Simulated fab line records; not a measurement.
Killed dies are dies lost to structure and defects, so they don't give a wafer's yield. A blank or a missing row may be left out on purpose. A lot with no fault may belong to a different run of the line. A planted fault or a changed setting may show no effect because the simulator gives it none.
fab line records | flow sky130
record: lots: 7 wafers: 21 lastDay: 50
route steps=708 shown METAL3@555 PAD_OPEN@708
lots untouched by any fault: they come from a run of this same line in which no faults occurred
startH: hours from the record's first day to the start of the lot's first wafer shown | waitH: hours from the lot's prior step to this one | " unchanged from the row above | L1.1+2: one row covering several wafers at once | - value missing, or start not given | * or withheld: withheld | < > ~ a bound
route shown NAME@n: a module of which the file shows steps, and the number in the route of the first | usual: mean/standard deviation taken from wafers without a fault | same: alike in all rows | chamber/n: place in a boat | sites: per-site readings | _std_site: the standard deviation of these | _edge_site: the outer-site mean with the inner-site mean subtracted | radiusMm: how far each site lies from the wafer's centre | mask NAME#n: copy n | behind: the last tool/chamber to shape the wafer | hold: reason for holding the lot/hours on hold/outcome of the hold | device: names the non-switching transistor (n, p or np) | end of line: the route-end tests of the same wafers | where a step has no rows: the recipe by itself | killed: dies lost to structure and defects at the first sort, not the wafer's yield | map: a wafer's dies, marking killed ones x, the rest . and places with no die _
set.NAME: the setting the step ran with; set.NAME@STEP: the setting that earlier step ran with | model.NAME: the simulator's own value behind a step, which no gauge read
certain route steps with their lots: each step a table, each wafer a row
services: the hour from which a tool's chamber was out of use, counted from the record's first day as startH (under 0 if before that day), plus the number of hours and why
== steps ==
step: SKY_METAL3_DEHYDRATE_05
recipe: tempC: 200 timeS: 60
step: SKY_METAL3_HMDS_06
recipe: primeTimeS: 60 primeTempC: 120
step: SKY_METAL3_COAT_07
recipe: resist: BARC tempC: withheld timeS: withheld spinRpm: 3000 resistThkNm: 60
step: SKY_METAL3_COAT_08
recipe: resist: KrF-thick spinRpm: 3000 resistThkNm: 1140
step: SKY_METAL3_SOFTBAKE_09
recipe: tempC: 100 timeS: 90 resist: KrF-thick
step: SKY_METAL3_EXPOSE_10
recipe: maskId: MM3 na: 0.68 sourceShape: annular sigmaInner: 0.4 sigmaOuter: 0.8 targetCdNm: 300 doseMj: 28
step: SKY_METAL3_PEB_11
recipe: pebTempC: withheld pebTimeS: withheld resist: KrF-thick
step: SKY_METAL3_DEVELOP_12
recipe: developTimeS: 60 resist: KrF-thick devTempC: 21
step: SKY_METAL3_CD_MEAS_13
recipe: targetCdNm: 300
usual: cdNm: 300.4/1.4
columns lot.wafer tool chamber startH waitH cdNm
L442.1 cdSem-02 - 914.53 - 298.1
L442.2 " - " " 300.3
L442.3 " - " " 298.2
L452.3 cdSem-01 - 984.56 - 299.9
L452.4 " - " " 299.4
L452.6 " - " " 300.7
L457.2 cdSem-01 - 1022.39 - 300.3
L457.3 " - " " 302.3
L457.4 " - " " 301.7
L458.2 cdSem-02 - 1026.80 - 299.5
L458.3 " - " " 298.9
L458.6 " - " " 299.7
L460.2 cdSem-01 - 1031.44 - 299.6
L460.3 " - " " 298.8
L460.5 " - " " 299.1
L459.2 cdSem-02 - 1033.09 - 300.6
L459.3 " - " " 300.9
L459.6 " - " " 300.9
L464.1 cdSem-01 - 1068.12 - 300.8
L464.2 " - " " 299.4
L464.5 " - " " 299.6
step: SKY_METAL3_OVL_MEAS_14
usual: METAL3_OVL: 3/5.6
columns lot.wafer tool chamber startH waitH METAL3_OVL[nm]
L442.1 overlay-02 - 914.65 0.1 4
L442.2 " - " " 0
L442.3 " - " " 1
L452.3 overlay-02 - 984.66 0.1 -4
L452.4 " - " " -3
L452.6 " - " " 3
L457.2 overlay-02 - 1022.50 0.1 0
L457.3 " - " " 4
L457.4 " - " " 2
L458.2 overlay-02 - 1026.91 0.1 1
L458.3 " - " " -5
L458.6 " - " " 2
L460.2 overlay-01 - 1031.55 0.1 6
L460.3 " - " " 9
L460.5 " - " " 7
L459.2 overlay-01 - 1033.20 0.1 -2
L459.3 " - " " -5
L459.6 " - " " 3
L464.1 overlay-02 - 1068.24 0.1 18
L464.2 " - " " 6
L464.5 " - " " 17
step: SKY_METAL3_DESCUM_15
recipe: chemistry: O2 sourcePowerW: 150 biasPowerW: 0 pressureMtorr: 10 tempC: 40 timeS: 8
usual: drypumpMotorCurrentA: 5.6/0.43 heBacksideLeakSccm: 3.41/0.18 oesProductAu: 0.998/0.01
columns lot.wafer tool chamber startH waitH drypumpMotorCurrentA heBacksideLeakSccm oesProductAu rfHoursCounterH
L442.1 rieMetal-01 1 914.69 0.0 5.7 2.96 0.985 16
L442.2 " 0 " " 5.2 3.51 1.005 10
L442.3 " 1 " " 5.7 3.12 0.990 -
L452.3 rieMetal-03 0 984.69 0.0 5.5 3.48 0.981 -
L452.4 " 1 " " 5.7 3.27 0.991 -
L452.6 " 0 " " 5.4 3.54 0.992 -
L457.2 rieMetal-01 0 1022.53 0.0 5.3 3.45 1.002 16
L457.3 " 1 " " 5.7 3.32 0.973 -
L457.4 " 0 " " 5.2 3.53 0.996 -
L458.2 rieMetal-02 0 1026.94 0.0 6.4 3.51 1.016 3
L458.3 " 0 " " 6.4 3.52 1.012 -
L458.6 " 0 " " 6.4 3.35 1.018 -
L460.2 rieMetal-01 1 1031.58 0.0 5.7 3.08 0.993 22
L460.3 " 1 " " 5.7 3.00 0.989 -
L460.5 " 1 " " 5.7 2.99 0.989 -
L459.2 rieMetal-02 1 1033.23 0.0 5.2 3.55 0.999 8
L459.3 " 1 " " 5.2 3.51 1.003 -
L459.6 " 0 " " 6.4 3.45 1.023 -
L464.1 rieMetal-02 1 1068.28 0.0 5.2 3.59 0.996 10
L464.2 " 0 " " 6.4 3.36 0.996 5
L464.5 " 0 " " 6.4 3.26 1.007 -
step: SKY_METAL3_ETCH_16
recipe: chemistry: N2/H2 target: BARC ionEnergyEv: 200 biasW: 100 pressureMtorr: 30 n2FlowSccm: 100 h2FlowSccm: 200 icpW: 500 stopOn: SiO2 timeS: 88.2 targetDepthA: 600
usual: biasW: 100.0/0.3 drypumpMotorCurrentA: 5.6/0.43 heBacksideLeakSccm: 3.40/0.18 oesProductAu: 0.626/0.0047 throttleValvePct: 13.203/0.0096
columns lot.wafer tool chamber startH waitH biasW drypumpMotorCurrentA heBacksideLeakSccm oesProductAu rfHoursCounterH throttleValvePct
L442.1 rieMetal-01 1 914.72 0.0 99.7 5.7 3.23 0.627 16 13.204
L442.2 " 0 " " 100.1 5.3 3.57 0.619 10 13.193
L442.3 " 1 " " 99.6 5.8 3.25 0.625 - 13.206
L452.3 rieMetal-03 0 984.74 0.0 99.9 5.5 3.35 0.630 - 13.200
L452.4 " 1 " " 100.0 5.7 3.23 0.635 - 13.187
L452.6 " 0 " " 99.9 5.5 3.47 0.629 - 13.200
L457.2 rieMetal-01 0 1022.56 0.0 100.0 5.3 3.54 0.620 16 13.204
L457.3 " 1 " " 100.2 5.7 3.23 0.629 - 13.186
L457.4 " 0 " " 100.5 5.3 3.50 0.628 - 13.195
L458.2 rieMetal-02 0 1026.97 0.0 99.7 6.4 3.06 0.628 3 13.206
L458.3 " 0 " " 99.8 6.4 3.37 0.627 - 13.205
L458.6 " 0 " " 100.1 6.4 3.30 0.622 - 13.218
L460.2 rieMetal-01 1 1031.61 0.0 100.4 5.7 3.01 0.624 22 13.184
L460.3 " 1 " " 100.6 5.7 2.84 0.626 - 13.193
L460.5 " 1 " " 100.2 5.7 4.11 0.636 - 13.198
L459.2 rieMetal-02 1 1033.26 0.0 99.7 5.2 3.60 0.625 8 13.201
L459.3 " 1 " " 99.8 5.2 3.58 0.621 - 13.207
L459.6 " 0 " " 99.8 6.4 3.39 0.621 - 13.199
L464.1 rieMetal-02 1 1068.31 0.0 100.1 5.2 3.46 0.625 10 13.202
L464.2 " 0 " " 100.2 6.4 3.27 0.627 5 13.200
L464.5 " 0 " " 100.4 6.4 3.40 0.621 - 13.212
step: SKY_METAL3_ETCH_17
recipe: target: SiO2 stopOn: TiN chemistry: C4F8/O2/Ar sourceW: 1500 biasW: 1200 pressureMtorr: 40 c4f8FlowSccm: withheld O2_flow_sccm: 6 Ar_flow_sccm: 300 timeS: 3.9 targetDepthA: 150
usual: biasW: 1200/3.6 oesProductAu: 0.754/0.0068
columns lot.wafer tool chamber startH waitH biasW oesProductAu
L442.1 rieDiel-03 3 914.82 0.1 1198 0.750
L442.2 " 0 " " 1195 0.741
L442.3 " 2 " " 1197 0.744
L452.3 rieDiel-02 2 984.81 0.0 1204 0.756
L452.4 " 1 " " 1199 0.768
L452.6 " 2 " " 1201 0.749
L457.2 rieDiel-03 0 1022.66 0.1 1035 0.752
L457.3 " 1 " " 1034 0.756
L457.4 " 2 " " 1035 0.752
L458.2 rieDiel-03 0 1027.07 0.1 1033 0.755
L458.3 " 3 " " 1029 0.750
L458.6 " 0 " " 1031 0.771
L460.2 rieDiel-03 0 1031.71 0.1 1031 0.764
L460.3 " 2 " " 1031 0.752
L460.5 " 2 " " 1034 0.769
L459.2 rieDiel-01 0 1033.36 0.1 1200 0.751
L459.3 " 2 " " 1199 0.742
L459.6 " 3 " " 1199 0.757
L464.1 rieDiel-02 3 1068.41 0.1 1204 0.756
L464.2 " 0 " " 1202 0.746
L464.5 " 2 " " 1212 0.752
step: SKY_METAL3_METAL_ETCH_18
recipe: targetDepthA: 8450 stopOn: SiO2 overEtchFrac: 0.3 timeS: 183.1 chemistry: Cl2/BCl3 resistSidewallDeg: 88 pressureMtorr: 10 icpW: 900 biasW: 48.5 Cl2_flow_sccm: 60 bcl3FlowSccm: 30
usual: biasW: 48.47/0.14 drypumpMotorCurrentA: 5.6/0.31 heBacksideLeakSccm: 3.41/0.26 oesProductAu: 0.866/0.0057 throttleValvePct: 22.264/0.0099
same: overEtchFrac: 0.3
columns lot.wafer tool chamber startH waitH biasW drypumpMotorCurrentA heBacksideLeakSccm oesProductAu rfHoursCounterH throttleValvePct
L442.1 rieMetal-03 1 914.84 0.0 48.50 5.7 3.36 0.862 4 22.253
L442.2 " 0 " " 48.19 5.5 3.43 0.868 20 22.253
L442.3 " 0 " " 48.58 5.5 3.66 0.870 - 22.268
L452.3 rieMetal-01 1 984.89 0.1 48.25 5.7 3.32 0.852 - 22.253
L452.4 " 0 " " 48.58 5.3 3.44 0.865 - 22.269
L452.6 " 0 " " 48.70 5.2 3.33 0.861 - 22.265
L457.2 rieMetal-03 1 1022.68 0.0 48.48 5.8 3.20 0.863 10 22.272
L457.3 " 0 " " 48.40 5.5 3.49 0.857 - 22.248
L457.4 " 1 " " 48.39 5.7 3.35 0.855 - 22.272
L458.2 rieMetal-01 1 1027.09 0.0 48.69 5.7 3.35 0.867 22 22.276
L458.3 " 0 " " 48.43 5.3 3.53 0.873 - 22.280
L458.6 " 0 " " 48.51 5.3 3.54 0.860 - 22.277
L460.2 rieMetal-03 0 1031.73 0.0 48.37 5.4 3.36 0.866 4 22.268
L460.3 " 1 " " 48.36 5.8 3.38 0.871 - 22.267
L460.5 " 1 " " 48.41 5.8 3.37 0.873 - 22.276
L459.2 rieMetal-01 0 1033.38 0.0 48.44 5.2 3.35 0.873 17 22.259
L459.3 " 1 " " 48.64 5.7 3.38 0.873 - 22.266
L459.6 " 1 " " 48.64 5.7 3.25 0.869 - 22.282
L464.1 rieMetal-03 1 1068.43 0.0 48.34 5.7 3.34 0.874 14 22.266
L464.2 " 0 " " 48.43 5.5 3.43 0.871 7 22.269
L464.5 " 1 " " 48.47 5.7 3.18 0.865 - 22.270
step: SKY_PAD_OPEN_PROBE_99
usual: defectLimitedYield: 82.5/2 killed_at_M0_to_M3: 44/7 killed_at_M4_up: 3.4/1.7 killedAtContacts: 24/4.9 killedAtFrontEnd: 15/4.5 killedAtOther: 0.4/0.61 killedDies: 86/9.7 killedOpen: 47/7.1 killedShort: 39/6.1 sort_bin_3_pad_short: 0.9/0.42 sort_bin_5_function: 10.4/1.4 sort_bin_6_memory: 6.2/1.2 sortNPass: 406/9.7 sortYieldPct: 82.5/2
same: grossDies: 492 killedAtBackSide: 0 sort_bin_4_leakage[%]: 0 sort_bin_8_speed[%]: 0
columns lot.wafer tool chamber startH waitH defectLimitedYield[%] killed_at_M0_to_M3 killed_at_M4_up killedAtContacts killedAtFrontEnd killedAtOther killedDies killedOpen killedShort sort_bin_3_pad_short[%] sort_bin_5_function[%] sort_bin_6_memory[%] sortNPass sortYieldPct[%]
L442.1 prober-02 - 1087.46 0.1 82.1 48 0 26 13 1 88 57 31 0.4 11.6 5.9 404 82.1
L442.2 prober-02 - 1087.51 0.1 81.9 46 7 26 10 0 89 47 42 0.8 9.1 8.1 403 81.9
L442.3 prober-02 - 1087.56 0.2 81.7 49 3 25 12 1 90 43 47 1.0 12.2 5.1 402 81.7
L452.3 prober-01 - 1146.31 0.2 85.0 33 7 20 13 1 74 42 30 0.2 7.7 7.1 418 85.0
L452.4 prober-01 - 1146.36 0.2 83.7 43 5 23 9 0 80 42 38 1.0 10.2 5.1 412 83.7
L452.6 prober-01 - 1146.46 0.2 84.6 36 3 24 12 1 76 39 35 0.4 10.8 4.3 416 84.6
L457.2 prober-02 - 1174.90 0.1 84.3 40 5 15 17 0 77 42 34 1.0 10.2 4.5 415 84.3
L457.3 prober-02 - 1174.95 0.2 82.9 36 4 30 12 2 84 48 36 0.8 8.7 7.5 408 82.9
L457.4 prober-02 - 1175.00 0.2 84.3 39 3 27 7 1 77 50 26 1.0 9.6 5.1 415 84.3
L458.2 prober-01 - 1177.59 0.1 83.7 45 2 20 13 0 80 38 42 0.2 10.6 5.5 412 83.7
L458.3 prober-01 - 1177.64 0.2 82.9 40 3 25 16 0 84 54 29 1.0 11.6 4.5 408 82.9
L458.6 prober-01 - 1177.79 0.2 82.1 40 5 23 20 0 88 43 45 1.2 11.8 4.9 404 82.1
L460.2 prober-02 - 1179.58 0.1 82.9 41 3 23 16 1 84 47 37 0.6 11.0 5.5 408 82.9
L460.3 prober-02 - 1179.63 0.2 81.3 43 3 28 17 1 92 53 39 2.0 9.6 7.1 400 81.3
L460.5 prober-02 - 1179.73 0.2 83.5 43 5 14 18 1 81 46 34 0.4 10.4 5.7 411 83.5
killed by level:class
L442.1 VIA1:geometricParticle:open=15 CONTACT:geometricParticle:open=9 LI_CONTACT:geometricParticle:open=8 CONTACT:geometricParticle:short=5 METAL2:geometricParticle:short=5 VIA2:geometricParticle:open=5 FIELD_ISO:geometricParticle:open=4 FIELD_ISO:geometricParticle:short=4
L442.2 VIA1:geometricParticle:open=8 LI_CONTACT:geometricParticle:open=7 VIA2:geometricParticle:open=7 METAL2:geometricParticle:short=7 VIA1:geometricParticle:short=6 METAL1:geometricParticle:short=6 POLY_GATE:geometricParticle:open=5 CONTACT:geometricParticle:open=5
L442.3 CONTACT:geometricParticle:open=11 METAL1:geometricParticle:short=10 VIA1:geometricParticle:open=7 VIA2:geometricParticle:open=6 METAL2:geometricParticle:short=6 VIA3:geometricParticle:open=6 VIA1:geometricParticle:short=5 LI_CONTACT:geometricParticle:open=4
L452.3 VIA3:geometricParticle:open=8 CONTACT:geometricParticle:open=8 VIA1:geometricParticle:open=7 FIELD_ISO:geometricParticle:open=4 VIA1:geometricParticle:short=4 LI_CONTACT:geometricParticle:open=4 VIA2:geometricParticle:open=4 METAL4:geometricParticle:short=4
L452.4 VIA1:geometricParticle:open=11 CONTACT:geometricParticle:open=9 VIA3:geometricParticle:open=8 METAL1:geometricParticle:short=7 CONTACT:geometricParticle:short=6 METAL4:geometricParticle:short=4 VIA1:geometricParticle:short=4 VIA2:geometricParticle:short=4
L452.6 VIA1:geometricParticle:open=10 CONTACT:geometricParticle:open=9 LI_CONTACT:geometricParticle:open=6 METAL2:geometricParticle:short=6 FIELD_ISO:geometricParticle:short=5 LOCAL_INTERCONNECT:geometricParticle:short=4 VIA1:geometricParticle:short=4 CONTACT:geometricParticle:short=3
L457.2 VIA1:geometricParticle:open=12 CONTACT:geometricParticle:open=6 LI_CONTACT:geometricParticle:open=5 METAL2:geometricParticle:short=5 VIA3:geometricParticle:open=5 FIELD_ISO:geometricParticle:open=4 METAL1:geometricParticle:short=4 VIA1:geometricParticle:short=4
L457.3 CONTACT:geometricParticle:open=13 LI_CONTACT:geometricParticle:open=6 LOCAL_INTERCONNECT:geometricParticle:short=6 METAL1:geometricParticle:short=6 VIA2:geometricParticle:open=6 VIA3:geometricParticle:open=6 VIA1:geometricParticle:short=5 POLY_GATE:geometricParticle:open=5
L457.4 VIA1:geometricParticle:open=12 CONTACT:geometricParticle:open=8 LI_CONTACT:geometricParticle:open=7 LOCAL_INTERCONNECT:geometricParticle:short=6 VIA2:geometricParticle:open=6 METAL2:geometricParticle:open=4 FIELD_ISO:geometricParticle:open=3 CONTACT:geometricParticle:short=3
L458.2 CONTACT:geometricParticle:open=9 VIA2:geometricParticle:open=9 METAL2:geometricParticle:short=8 VIA3:geometricParticle:open=6 FIELD_ISO:geometricParticle:short=5 VIA1:geometricParticle:open=5 LOCAL_INTERCONNECT:geometricParticle:short=5 VIA1:geometricParticle:short=5
L458.3 VIA1:geometricParticle:open=9 LI_CONTACT:geometricParticle:open=9 VIA2:geometricParticle:open=7 VIA3:geometricParticle:open=7 POLY_GATE:geometricParticle:open=6 LOCAL_INTERCONNECT:geometricParticle:short=6 FIELD_ISO:geometricParticle:open=5 CONTACT:geometricParticle:open=5
L458.6 POLY_GATE:geometricParticle:short=10 CONTACT:geometricParticle:open=9 VIA2:geometricParticle:open=7 VIA1:geometricParticle:open=7 METAL1:geometricParticle:short=6 LI_CONTACT:geometricParticle:open=5 VIA1:geometricParticle:short=5 LOCAL_INTERCONNECT:geometricParticle:short=4
L460.2 VIA1:geometricParticle:open=11 CONTACT:geometricParticle:open=7 METAL2:geometricParticle:short=7 CONTACT:geometricParticle:short=6 METAL1:geometricParticle:short=6 LI_CONTACT:geometricParticle:open=5 VIA2:geometricParticle:open=5 FIELD_ISO:geometricParticle:open=4
L460.3 CONTACT:geometricParticle:open=10 VIA3:geometricParticle:open=9 VIA1:geometricParticle:open=8 LI_CONTACT:geometricParticle:open=7 VIA2:geometricParticle:open=7 FIELD_ISO:geometricParticle:short=6 FIELD_ISO:geometricParticle:open=6 LI_CONTACT:geometricParticle:short=6
L460.5 VIA1:geometricParticle:open=12 METAL2:geometricParticle:short=8 FIELD_ISO:geometricParticle:open=6 LI_CONTACT:geometricParticle:open=5 CONTACT:geometricParticle:open=5 VIA2:geometricParticle:open=5 FIELD_ISO:geometricParticle:short=4 POLY_GATE:geometricParticle:short=4
== services ==
columns tool chamber startH hours kind
rieDiel-03 - 893.42 2.8 pm
rieDiel-01 3 918.33 4.6 repair
rieMetal-03 0 921.12 - clean
rieMetal-03 0 921.12 22.3 scheduledDown
rieMetal-03 0 921.12 22.3 ventCycle
rieMetal-02 0 935.27 - clean
rieMetal-02 0 935.27 32.8 scheduledDown
rieMetal-02 0 935.27 32.8 ventCycle
rieDiel-01 2 940.84 7.3 repair
rieMetal-03 - 959.78 0.1 repair
rieDiel-01 1 969.33 19.9 repair
rieDiel-02 3 974.01 12.0 repair
rieMetal-03 - 988.28 4.3 pm
rieMetal-02 - 1000.08 1.2 repair
rieDiel-03 3 1003.14 3.2 repair
rieDiel-03 1 1024.11 - clean
rieDiel-03 1 1024.11 16.4 scheduledDown
rieDiel-03 1 1024.11 16.4 ventCycle
rieDiel-01 - 1028.10 4.2 repair
rieDiel-01 1 1053.00 20.2 repair
rieDiel-01 - 1056.77 2.8 pm
rieDiel-03 0 1063.06 - clean
rieDiel-03 0 1063.06 22.5 scheduledDown
rieDiel-03 0 1063.06 22.5 ventCycle
== key ==
firstSign: step: SKY_METAL3_ETCH_17 reading: biasW direction: down sigmas: 47 usual: 1200 struck: 1033
effect none on later readings
metAt SKY_METAL3_ETCH_17
struckWafers L457.2,L457.3,L457.4,L458.2,L458.3,L458.6,L460.2,L460.3,L460.5
onsetBetween 914.82 1022.66
fault: kind: processParameterDrift tool: rieDiel-03 chamber: - onsetH: 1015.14 steps: SKY_METAL3_ETCH_17 channel: biasW offset: -167.94 shape: step endH: 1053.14 actsIn: theseRecipesOnly stated: 1200
